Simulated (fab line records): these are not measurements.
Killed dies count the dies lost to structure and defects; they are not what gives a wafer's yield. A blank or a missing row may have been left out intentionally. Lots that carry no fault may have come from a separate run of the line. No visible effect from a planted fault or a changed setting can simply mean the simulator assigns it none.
Matching of chambers | flow gf180mcu | GF_PASSIVATION_CVD_00 on pecvd-01: 3 sister chambers
The step deposits SiO2 from TEOS, target thk 1000 nm, time 111.95 s. 3 wafers are shown with their chamber, then 8 later ones without.

## WAFERS PAIRED WITH THEIR CHAMBERS
wafer  | chamber | heater_power_w (W)
L541.2 | 2       | 691
L542.6 | 1       | 407
L547.1 | 0       | 766

## WAFERS MISSING THEIR CHAMBER
wafer  | heater_power_w (W)
L547.2 | 688
L547.3 | 497
L550.1 | 761
L550.3 | 688
L550.4 | 405
L553.3 | 691
L553.4 | 488
L553.6 | 681

## CHAMBER TAKEN BY EACH
wafer  | from the rows above     | in truth
L547.2 | can't be placed: 2 or 0 | 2
L547.3 | 1                       | 1
L550.1 | can't be placed: 0 or 2 | 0
L550.3 | can't be placed: 2 or 0 | 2
L550.4 | 1                       | 1
L553.3 | can't be placed: 2 or 0 | 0
L553.4 | 1                       | 1
L553.6 | can't be placed: 2 or 0 | 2
Correct placement for 3 of the 8. Not placeable from these rows: 5 (in 5, the candidates include the true chamber). Number placed wrongly: 0.
How it was worked out, from the rows above alone: a wafer's distance from a chamber is the root of the sum, over the readings, of the square of ((its reading less the chamber's mean) divided by the reading's scatter). The wafer belongs to the nearest chamber; if the next one is less than 2 further off, it can't be placed. For every chamber, the mean is computed from those of its wafers that are shown. The scatter: root of mean squared gap, hidden wafer to nearest shown wafer, with one shown wafer a chamber.
